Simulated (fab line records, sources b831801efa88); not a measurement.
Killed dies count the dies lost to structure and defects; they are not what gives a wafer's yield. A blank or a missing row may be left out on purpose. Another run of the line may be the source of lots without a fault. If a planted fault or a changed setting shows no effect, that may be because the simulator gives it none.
fab line records	flow gf180mcu
[record] lots = 24	wafers = 72	last_day = 34
route steps=602 shown M3@411 V3@431 M4@457
lots untouched by any fault: they come from a run of this same line in which no faults occurred
start_h: the number of hours between the record's first day and the start of the first shown wafer of the lot	wait_h: how many hours have passed since the lot's step before this one	" same as the row above	L1.1+2: several wafers, shown together as one row	- no value, or no start given	* or withheld: withheld	< > ~ a bound
route shown NAME@n: a module of which the file shows steps, and the number in the route of the first	usual: average and standard deviation across the fault-free wafers	same: alike in all rows	chamber/n: place in a boat	sites: the reading at each site	_std_site: the values' standard deviation	_edge_site: inner sites' mean taken away from outer sites' mean	radius_mm: how far each site lies from the wafer's centre	mask NAME#n: copy n	behind: the most recent tool/chamber to have shaped the wafer	hold: what put the lot on hold/how long, in hours/how the hold closed	device: the transistor (n, p or np) that didn't switch	end of line: the tests these same wafers got at the end of their route	a step without rows: its recipe alone	killed: at the first sort, the dies lost to defects and structure; wafer yield is something else	map: per-die view of a wafer (x killed, . not killed, _ where there is no die)
set.NAME: the setting the step ran with; set.NAME@STEP: the setting that earlier step ran with	model.NAME: the simulator's own value behind a step, which no gauge read
route steps across a sampled set of lots; one table per step, one row per wafer
services: from which hour (start_h, from the record's first day; less than 0 if before it) a tool's chamber was out of use, for how many hours, and why
[[steps]]
[step GF_M3_SPUTTER_02]
[recipe] material = AlCu	target_thk_nm = 450	power_w = 10600	time_s = 23.9	chamber_pressure_pa = 0.4
[usual] cathode_dc_power_W = 10600/2	throttle_valve_pct = 30.1/0.98
lot.wafer	tool	chamber	start_h	wait_h	cathode_dc_power_W	throttle_valve_pct
L074.3	pvd_sputter-02	-	470.54	0.0	10599	29.6
L074.5	"	-	"	"	10598	29.6
L074.6	"	-	"	"	10601	30.1
L075.1	pvd_sputter-03	-	474.04	0.0	10600	30.0
L075.2	"	-	"	"	10599	28.5
L075.5	"	-	"	"	10601	28.7
L076.1	pvd_sputter-02	-	486.84	0.0	10601	31.7
L076.2	"	-	"	"	10601	29.8
L076.5	"	-	"	"	10600	28.9
L077.1	pvd_sputter-01	-	492.39	0.0	10603	31.0
L077.3	"	-	"	"	10598	31.5
L077.5	"	-	"	"	10600	31.5
L078.2	pvd_sputter-03	-	499.54	0.0	10603	28.5
L078.3	"	-	"	"	10600	31.2
L078.5	"	-	"	"	10601	28.9
L079.1	pvd_sputter-02	-	510.05	0.0	10598	29.8
L079.3	"	-	"	"	10600	31.4
L079.6	"	-	"	"	10600	29.1
L080.2	pvd_sputter-02	-	519.89	0.0	10600	30.0
L080.5	"	-	"	"	10598	29.6
L080.6	"	-	"	"	10599	29.7
L081.2	pvd_sputter-02	-	532.44	0.0	10598	29.6
L081.4	"	-	"	"	10598	29.8
L081.6	"	-	"	"	10602	29.0
L082.1	pvd_sputter-01	-	544.31	0.0	10603	31.1
L082.3	"	-	"	"	10598	31.5
L082.6	"	-	"	"	10598	29.1
L083.2	pvd_sputter-02	-	547.30	0.0	10601	29.6
L083.3	"	-	"	"	10598	31.8
L083.6	"	-	"	"	10602	29.5
L084.4	pvd_sputter-02	-	554.70	0.0	10600	29.6
L084.5	"	-	"	"	10600	29.9
L084.6	"	-	"	"	10600	31.3
L085.1	pvd_sputter-02	-	565.61	0.0	10597	29.1
L085.3	"	-	"	"	10601	29.7
L085.4	"	-	"	"	10599	29.5
L086.1	pvd_sputter-02	-	574.33	0.0	10596	31.4
L086.2	"	-	"	"	10601	29.3
L086.3	"	-	"	"	10601	28.9
L087.1	pvd_sputter-03	-	577.76	0.0	10599	30.4
L087.3	"	-	"	"	10600	28.8
L087.6	"	-	"	"	10599	31.2
L088.4	pvd_sputter-02	-	589.81	0.0	10600	31.8
L088.5	"	-	"	"	10599	29.6
L088.6	"	-	"	"	10598	28.9
L089.3	pvd_sputter-02	-	595.94	0.0	10599	29.7
L089.4	"	-	"	"	10597	31.3
L089.6	"	-	"	"	10602	29.7
L090.2	pvd_sputter-01	-	606.08	0.0	10596	29.1
L090.3	"	-	"	"	10601	30.7
L090.6	"	-	"	"	10600	29.5
L091.3	pvd_sputter-03	-	608.93	0.0	10598	30.0
L091.5	"	-	"	"	10600	28.8
L091.6	"	-	"	"	10601	30.3
L092.3	pvd_sputter-01	-	616.43	0.0	10600	31.3
L092.4	"	-	"	"	10601	30.6
L092.6	"	-	"	"	10600	31.4
L093.1	pvd_sputter-02	-	620.17	0.0	10601	29.8
L093.5	"	-	"	"	10604	31.7
L093.6	"	-	"	"	10599	29.1
L094.1	pvd_sputter-02	-	629.29	0.0	10603	29.2
L094.2	"	-	"	"	10597	29.9
L094.4	"	-	"	"	10601	31.5
L095.1	pvd_sputter-01	-	635.85	0.0	10601	31.6
L095.4	"	-	"	"	10600	31.3
L095.5	"	-	"	"	10602	31.8
L096.2	pvd_sputter-02	-	644.73	0.0	10600	29.6
L096.4	"	-	"	"	10601	31.5
L096.5	"	-	"	"	10600	30.0
L097.1	pvd_sputter-01	-	647.98	0.0	10600	31.1
L097.2	"	-	"	"	10603	29.2
L097.3	"	-	"	"	10602	30.7
[step GF_M3_CD_MEAS_14]
[recipe] target_cd_nm = 280
[usual] cd_nm = 280.4/1.3
lot.wafer	tool	chamber	start_h	wait_h	cd_nm
L074.3	cd_sem-01	-	494.39	0.1	280.6
L074.5	"	-	"	"	281.5
L074.6	"	-	"	"	281.0
L075.1	cd_sem-01	-	497.55	0.1	280.0
L075.2	"	-	"	"	281.0
L075.5	"	-	"	"	280.2
L076.1	cd_sem-01	-	510.12	0.1	282.0
L076.2	"	-	"	"	281.1
L076.5	"	-	"	"	281.3
L077.1	cd_sem-02	-	515.52	0.1	279.2
L077.3	"	-	"	"	280.2
L077.5	"	-	"	"	278.9
L078.2	cd_sem-01	-	522.49	0.1	279.3
L078.3	"	-	"	"	280.0
L078.5	"	-	"	"	280.0
L079.1	cd_sem-01	-	533.30	0.1	280.9
L079.3	"	-	"	"	280.3
L079.6	"	-	"	"	281.2
L080.2	cd_sem-02	-	542.99	0.1	280.8
L080.5	"	-	"	"	278.4
L080.6	"	-	"	"	279.5
L081.2	cd_sem-01	-	554.19	0.1	281.1
L081.4	"	-	"	"	281.7
L081.6	"	-	"	"	281.7
L082.1	cd_sem-01	-	567.25	0.1	280.9
L082.3	"	-	"	"	279.9
L082.6	"	-	"	"	281.0
L083.2	cd_sem-02	-	569.44	0.1	280.3
L083.3	"	-	"	"	280.1
L083.6	"	-	"	"	281.4
L084.4	cd_sem-02	-	576.96	0.1	282.3
L084.5	"	-	"	"	280.7
L084.6	"	-	"	"	281.8
L085.1	cd_sem-01	-	586.80	0.1	281.1
L085.3	"	-	"	"	282.3
L085.4	"	-	"	"	280.3
L086.1	cd_sem-01	-	595.30	0.1	281.5
L086.2	"	-	"	"	281.9
L086.3	"	-	"	"	281.4
L087.1	cd_sem-02	-	598.50	0.1	279.9
L087.3	"	-	"	"	280.8
L087.6	"	-	"	"	280.5
L088.4	cd_sem-02	-	610.98	0.1	281.1
L088.5	"	-	"	"	280.9
L088.6	"	-	"	"	280.7
L089.3	cd_sem-02	-	616.69	0.1	278.0
L089.4	"	-	"	"	277.7
L089.6	"	-	"	"	278.8
L090.2	cd_sem-01	-	626.47	0.1	279.0
L090.3	"	-	"	"	278.7
L090.6	"	-	"	"	277.9
L091.3	cd_sem-01	-	629.54	0.1	279.6
L091.5	"	-	"	"	279.7
L091.6	"	-	"	"	279.5
L092.3	cd_sem-02	-	635.94	0.1	280.2
L092.4	"	-	"	"	280.3
L092.6	"	-	"	"	280.9
L093.1	cd_sem-02	-	640.22	0.1	278.9
L093.5	"	-	"	"	280.4
L093.6	"	-	"	"	279.0
L094.1	cd_sem-01	-	648.85	0.1	279.7
L094.2	"	-	"	"	279.8
L094.4	"	-	"	"	279.4
L095.1	cd_sem-01	-	654.95	0.1	279.6
L095.4	"	-	"	"	279.5
L095.5	"	-	"	"	279.9
L096.2	cd_sem-01	-	663.92	0.1	282.3
L096.4	"	-	"	"	282.8
L096.5	"	-	"	"	282.9
L097.1	cd_sem-01	-	667.47	0.1	282.9
L097.2	"	-	"	"	282.2
L097.3	"	-	"	"	283.4
[step GF_V3_CVD_02]
[recipe] material = SiO2	target_thk_nm = 850	precursor = TEOS	temp_c = 400	time_s = 94.851	rf_w = 600
[usual] heater_power_w = 675/93
lot.wafer	tool	chamber	start_h	wait_h	heater_power_w
L074.3	pecvd-01	2	495.32	0.0	669
L074.5	"	0	"	"	696
L074.6	"	1	"	"	862
L075.1	pecvd-03	0	498.48	0.1	559
L075.2	"	2	"	"	672
L075.5	"	2	"	"	534
L076.1	pecvd-02	2	511.06	0.1	646
L076.2	"	1	"	"	634
L076.5	"	2	"	"	700
L077.1	pecvd-01	0	516.45	0.1	719
L077.3	"	2	"	"	554
L077.5	"	1	"	"	864
L078.2	pecvd-01	0	523.40	0.0	752
L078.3	"	1	"	"	831
L078.5	"	1	"	"	868
L079.1	pecvd-03	2	534.23	0.1	627
L079.3	"	1	"	"	686
L079.6	"	2	"	"	668
L080.2	pecvd-01	0	543.91	0.0	729
L080.5	"	0	"	"	770
L080.6	"	1	"	"	805
L081.2	pecvd-01	0	555.10	0.0	653
L081.4	"	0	"	"	685
L081.6	"	1	"	"	805
L082.1	pecvd-02	2	568.19	0.1	681
L082.3	"	0	"	"	721
L082.6	"	2	"	"	707
L083.2	pecvd-03	2	570.39	0.0	606
L083.3	"	0	"	"	502
L083.6	"	0	"	"	543
L084.4	pecvd-01	2	578.03	0.1	544
L084.5	"	0	"	"	611
L084.6	"	2	"	"	622
L085.1	pecvd-03	0	587.74	0.1	528
L085.3	"	1	"	"	773
L085.4	"	2	"	"	541
L086.1	pecvd-02	2	596.38	0.1	647
L086.2	"	1	"	"	646
L086.3	"	0	"	"	703
L087.1	pecvd-02	1	599.56	0.1	703
L087.3	"	0	"	"	627
L087.6	"	0	"	"	659
L088.4	pecvd-01	2	611.89	0.1	651
L088.5	"	0	"	"	743
L088.6	"	1	"	"	840
L089.3	pecvd-02	1	617.93	0.0	591
L089.4	"	2	"	"	710
L089.6	"	0	"	"	657
L090.2	pecvd-03	1	627.73	0.0	678
L090.3	"	2	"	"	646
L090.6	"	0	"	"	557
L091.3	pecvd-01	1	630.56	0.0	864
L091.5	"	2	"	"	559
L091.6	"	0	"	"	706
L092.3	pecvd-03	2	636.87	0.0	678
L092.4	"	2	"	"	546
L092.6	"	0	"	"	519
L093.1	pecvd-03	2	641.19	0.1	616
L093.5	"	1	"	"	742
L093.6	"	2	"	"	660
L094.1	pecvd-02	0	649.81	0.1	716
L094.2	"	1	"	"	624
L094.4	"	0	"	"	552
L095.1	pecvd-01	1	655.93	0.1	877
L095.4	"	2	"	"	643
L095.5	"	0	"	"	760
L096.2	pecvd-01	1	664.83	0.0	861
L096.4	"	1	"	"	726
L096.5	"	2	"	"	625
L097.1	pecvd-01	1	668.40	0.1	851
L097.2	"	0	"	"	700
L097.3	"	2	"	"	696
[step GF_M4_SPUTTER_01]
[recipe] material = TiN	target_thk_nm = 30	power_w = 6500	time_s = 25	chamber_pressure_pa = 0.4
[usual] cathode_dc_power_W = 6500.2/1.2	throttle_valve_pct = 30.2/1.1
lot.wafer	tool	chamber	start_h	wait_h	cathode_dc_power_W	throttle_valve_pct
L074.3	pvd_sputter-01	-	520.63	0.1	6499.6	29.2
L074.5	"	-	"	"	6499.8	31.8
L074.6	"	-	"	"	6500.7	29.2
L075.1	pvd_sputter-01	-	523.85	0.1	6498.4	31.8
L075.2	"	-	"	"	6500.8	30.7
L075.5	"	-	"	"	6501.1	29.5
L076.1	pvd_sputter-04	-	535.86	0.1	6498.8	29.9
L076.2	"	-	"	"	6500.1	28.7
L076.5	"	-	"	"	6501.4	28.5
L077.1	pvd_sputter-01	-	541.53	0.1	6500.8	31.0
L077.3	"	-	"	"	6500.6	31.1
L077.5	"	-	"	"	6501.1	30.7
L078.2	pvd_sputter-01	-	548.20	0.1	6499.8	30.9
L078.3	"	-	"	"	6502.1	29.3
L078.5	"	-	"	"	6499.8	30.8
L079.1	pvd_sputter-02	-	558.97	0.1	6501.1	29.6
L079.3	"	-	"	"	6499.5	31.8
L079.6	"	-	"	"	6500.2	29.1
L080.2	pvd_sputter-01	-	568.50	0.1	6498.8	29.0
L080.5	"	-	"	"	6502.9	30.8
L080.6	"	-	"	"	6497.9	31.9
L081.2	pvd_sputter-01	-	579.06	0.1	6500.0	31.1
L081.4	"	-	"	"	6501.3	29.3
L081.6	"	-	"	"	6501.9	31.4
L082.1	pvd_sputter-02	-	592.31	0.1	6500.0	31.8
L082.3	"	-	"	"	6501.0	29.7
L082.6	"	-	"	"	6500.1	29.6
L083.2	pvd_sputter-04	-	594.09	0.1	6498.6	28.8
L083.3	"	-	"	"	6500.5	28.3
L083.6	"	-	"	"	6500.8	30.1
L084.4	pvd_sputter-01	-	601.02	0.1	6501.1	31.5
L084.5	"	-	"	"	6499.6	30.6
L084.6	"	-	"	"	6500.1	31.8
L085.1	pvd_sputter-01	-	610.83	0.1	6499.1	29.2
L085.3	"	-	"	"	6499.5	31.6
L085.4	"	-	"	"	6499.8	30.7
L086.1	pvd_sputter-04	-	619.22	0.1	6499.5	28.2
L086.2	"	-	"	"	6500.6	30.0
L086.3	"	-	"	"	6500.3	28.8
L087.1	pvd_sputter-01	-	621.59	0.1	6500.4	29.3
L087.3	"	-	"	"	6498.4	31.5
L087.6	"	-	"	"	6499.6	30.6
L088.4	pvd_sputter-02	-	634.85	0.1	6501.1	29.7
L088.5	"	-	"	"	6499.7	29.7
L088.6	"	-	"	"	6500.4	29.9
L089.3	pvd_sputter-04	-	640.72	0.1	6499.2	29.6
L089.4	"	-	"	"	6499.4	28.5
L089.6	"	-	"	"	6501.0	30.0
L090.2	pvd_sputter-01	-	649.29	0.1	6501.2	31.6
L090.3	"	-	"	"	6499.2	30.8
L090.6	"	-	"	"	6499.8	29.3
L091.3	pvd_sputter-02	-	651.61	0.1	6499.6	29.7
L091.5	"	-	"	"	6500.4	29.6
L091.6	"	-	"	"	6500.5	29.8
L092.3	pvd_sputter-01	-	658.69	0.1	6503.0	29.4
L092.4	"	-	"	"	6499.3	30.5
L092.6	"	-	"	"	6501.2	31.0
L093.1	pvd_sputter-01	-	663.43	0.1	6502.7	31.7
L093.5	"	-	"	"	6498.2	30.6
L093.6	"	-	"	"	6499.0	31.6
L094.1	pvd_sputter-01	-	671.48	0.1	6500.9	30.5
L094.2	"	-	"	"	6500.3	29.5
L094.4	"	-	"	"	6499.6	29.2
L095.1	pvd_sputter-04	-	678.01	0.1	6500.1	30.1
L095.4	"	-	"	"	6500.6	28.3
L095.5	"	-	"	"	6500.0	28.8
L096.2	pvd_sputter-02	-	686.21	0.1	6500.2	29.8
L096.4	"	-	"	"	6499.2	28.8
L096.5	"	-	"	"	6498.5	31.8
L097.1	pvd_sputter-01	-	689.91	0.1	6501.8	31.8
L097.2	"	-	"	"	6500.3	31.1
L097.3	"	-	"	"	6502.4	30.8
[step GF_M4_SPUTTER_04]
[recipe] material = TiN	target_thk_nm = 50	power_w = 6500	time_s = 41.7	chamber_pressure_pa = 0.4
[usual] cathode_dc_power_W = 6500.0/1.1	throttle_valve_pct = 30.2/1.1
lot.wafer	tool	chamber	start_h	wait_h	cathode_dc_power_W	throttle_valve_pct
L074.3	pvd_sputter-01	-	520.71	0.0	6499.5	29.4
L074.5	"	-	"	"	6499.7	31.6
L074.6	"	-	"	"	6501.7	29.4
L075.1	pvd_sputter-01	-	523.93	0.0	6499.3	31.7
L075.2	"	-	"	"	6500.5	30.6
L075.5	"	-	"	"	6500.2	29.2
L076.1	pvd_sputter-04	-	535.94	0.0	6498.8	29.9
L076.2	"	-	"	"	6500.0	28.8
L076.5	"	-	"	"	6501.2	28.2
L077.1	pvd_sputter-01	-	541.62	0.0	6499.2	30.5
L077.3	"	-	"	"	6500.6	30.9
L077.5	"	-	"	"	6499.9	30.5
L078.2	pvd_sputter-01	-	548.29	0.0	6498.8	30.7
L078.3	"	-	"	"	6500.5	29.4
L078.5	"	-	"	"	6498.9	30.5
L079.1	pvd_sputter-02	-	559.05	0.0	6501.5	29.7
L079.3	"	-	"	"	6501.0	31.6
L079.6	"	-	"	"	6500.2	29.3
L080.2	pvd_sputter-01	-	568.58	0.0	6501.3	29.3
L080.5	"	-	"	"	6500.0	30.6
L080.6	"	-	"	"	6499.3	31.6
L081.2	pvd_sputter-01	-	579.14	0.0	6501.0	31.1
L081.4	"	-	"	"	6500.2	29.0
L081.6	"	-	"	"	6499.6	30.9
L082.1	pvd_sputter-02	-	592.39	0.0	6501.9	31.5
L082.3	"	-	"	"	6500.4	29.6
L082.6	"	-	"	"	6501.2	29.4
L083.2	pvd_sputter-04	-	594.17	0.0	6500.0	28.7
L083.3	"	-	"	"	6500.8	28.1
L083.6	"	-	"	"	6501.3	29.8
L084.4	pvd_sputter-01	-	601.10	0.0	6500.8	31.8
L084.5	"	-	"	"	6501.4	30.5
L084.6	"	-	"	"	6498.2	31.6
L085.1	pvd_sputter-01	-	610.91	0.0	6499.0	29.3
L085.3	"	-	"	"	6500.0	31.3
L085.4	"	-	"	"	6500.1	30.3
L086.1	pvd_sputter-04	-	619.30	0.0	6501.0	28.4
L086.2	"	-	"	"	6500.3	29.9
L086.3	"	-	"	"	6500.3	28.5
L087.1	pvd_sputter-01	-	621.67	0.0	6500.8	29.3
L087.3	"	-	"	"	6498.1	31.6
L087.6	"	-	"	"	6500.2	30.5
L088.4	pvd_sputter-02	-	634.93	0.0	6497.4	29.9
L088.5	"	-	"	"	6499.1	29.4
L088.6	"	-	"	"	6500.9	29.7
L089.3	pvd_sputter-04	-	640.80	0.0	6499.8	29.9
L089.4	"	-	"	"	6501.5	28.5
L089.6	"	-	"	"	6498.7	30.3
L090.2	pvd_sputter-01	-	649.37	0.0	6499.7	32.0
L090.3	"	-	"	"	6500.5	30.5
L090.6	"	-	"	"	6499.3	29.3
L091.3	pvd_sputter-02	-	651.69	0.0	6498.8	30.0
L091.5	"	-	"	"	6499.6	29.6
L091.6	"	-	"	"	6500.6	29.9
L092.3	pvd_sputter-01	-	658.77	0.0	6500.1	29.3
L092.4	"	-	"	"	6500.4	30.4
L092.6	"	-	"	"	6502.2	31.0
L093.1	pvd_sputter-01	-	663.51	0.0	6498.5	31.4
L093.5	"	-	"	"	6498.8	30.3
L093.6	"	-	"	"	6500.0	31.5
L094.1	pvd_sputter-01	-	671.56	0.0	6499.1	30.7
L094.2	"	-	"	"	6500.4	29.3
L094.4	"	-	"	"	6499.7	29.2
L095.1	pvd_sputter-04	-	678.10	0.0	6499.8	29.7
L095.4	"	-	"	"	6499.4	28.2
L095.5	"	-	"	"	6500.2	29.0
L096.2	pvd_sputter-02	-	686.29	0.0	6500.7	29.4
L096.4	"	-	"	"	6499.0	29.3
L096.5	"	-	"	"	6497.7	31.5
L097.1	pvd_sputter-01	-	689.99	0.0	6500.4	31.8
L097.2	"	-	"	"	6500.2	30.6
L097.3	"	-	"	"	6500.9	30.5
[step GF_M4_CD_MEAS_14]
[recipe] target_cd_nm = 280
[usual] cd_nm = 280.1/1.3
lot.wafer	tool	chamber	start_h	wait_h	cd_nm
L074.3	cd_sem-01	-	543.29	0.1	280.8
L074.5	"	-	"	"	279.4
L074.6	"	-	"	"	279.8
L075.1	cd_sem-02	-	546.87	0.1	281.3
L075.2	"	-	"	"	281.9
L075.5	"	-	"	"	281.6
L076.1	cd_sem-02	-	558.37	0.1	280.8
L076.2	"	-	"	"	281.3
L076.5	"	-	"	"	282.1
L077.1	cd_sem-02	-	564.40	0.1	280.9
L077.3	"	-	"	"	280.6
L077.5	"	-	"	"	280.5
L078.2	cd_sem-01	-	570.27	0.1	279.8
L078.3	"	-	"	"	280.6
L078.5	"	-	"	"	279.0
L079.1	cd_sem-01	-	581.15	0.1	280.9
L079.3	"	-	"	"	281.9
L079.6	"	-	"	"	280.1
L080.2	cd_sem-02	-	590.12	0.1	281.2
L080.5	"	-	"	"	280.5
L080.6	"	-	"	"	280.6
L081.2	cd_sem-01	-	599.42	0.1	278.7
L081.4	"	-	"	"	278.1
L081.6	"	-	"	"	278.6
L082.1	cd_sem-01	-	612.87	0.1	278.4
L082.3	"	-	"	"	279.1
L082.6	"	-	"	"	279.2
L083.2	cd_sem-01	-	615.09	0.1	279.6
L083.3	"	-	"	"	279.8
L083.6	"	-	"	"	278.7
L084.4	cd_sem-01	-	621.63	0.1	279.7
L084.5	"	-	"	"	279.3
L084.6	"	-	"	"	279.4
L085.1	cd_sem-01	-	631.62	0.1	278.2
L085.3	"	-	"	"	278.7
L085.4	"	-	"	"	278.5
L086.1	cd_sem-01	-	639.55	0.1	281.2
L086.2	"	-	"	"	282.0
L086.3	"	-	"	"	280.5
L087.1	cd_sem-01	-	641.55	0.1	279.9
L087.3	"	-	"	"	280.6
L087.6	"	-	"	"	279.9
L088.4	cd_sem-02	-	655.11	0.1	277.0
L088.5	"	-	"	"	278.4
L088.6	"	-	"	"	277.4
L089.3	cd_sem-01	-	660.49	0.1	279.0
L089.4	"	-	"	"	279.2
L089.6	"	-	"	"	279.5
L090.2	cd_sem-01	-	669.19	0.1	282.2
L090.3	"	-	"	"	282.0
L090.6	"	-	"	"	281.6
L091.3	cd_sem-02	-	671.59	0.1	280.4
L091.5	"	-	"	"	280.9
L091.6	"	-	"	"	280.4
L092.3	cd_sem-02	-	678.59	0.1	281.8
L092.4	"	-	"	"	281.1
L092.6	"	-	"	"	280.0
L093.1	cd_sem-01	-	683.10	0.1	280.5
L093.5	"	-	"	"	279.0
L093.6	"	-	"	"	279.7
L094.1	cd_sem-01	-	690.67	0.1	281.6
L094.2	"	-	"	"	282.6
L094.4	"	-	"	"	281.0
L095.1	cd_sem-01	-	697.30	0.1	279.5
L095.4	"	-	"	"	280.6
L095.5	"	-	"	"	279.7
L096.2	cd_sem-02	-	704.79	0.1	278.2
L096.4	"	-	"	"	279.1
L096.5	"	-	"	"	278.0
L097.1	cd_sem-02	-	708.42	0.1	280.4
L097.2	"	-	"	"	280.8
L097.3	"	-	"	"	279.9
[[services]]
tool	chamber	start_h	hours	kind
pvd_sputter-03	-	447.84	1.0	repair
pecvd-01	-	449.67	1.7	repair
pecvd-03	2	458.50	3.3	repair
pvd_sputter-01	-	459.41	4.9	repair
pecvd-01	-	459.78	0.2	repair
pecvd-01	-	468.73	2.8	pm
pvd_sputter-03	-	478.07	1.4	repair
pecvd-02	-	500.87	0.7	repair
pecvd-03	-	511.92	0.8	repair
pvd_sputter-01	-	514.62	1.9	repair
pecvd-01	2	517.84	9.2	repair
pecvd-03	2	529.38	4.0	repair
pvd_sputter-02	-	540.59	3.0	repair
pecvd-01	1	571.27	11.3	repair
pvd_sputter-02	-	578.17	2.2	repair
pecvd-01	2	588.92	4.8	repair
pecvd-03	-	591.12	14.0	pm
pvd_sputter-01	-	596.98	2.5	repair
pvd_sputter-02	-	597.46	14.0	repair
pecvd-02	-	626.98	6.0	pm
pecvd-01	-	628.28	0.5	repair
pecvd-01	2	639.05	13.1	repair
pecvd-03	-	670.52	6.0	pm
pecvd-01	0	680.15	9.0	repair
[[key]]
fault none
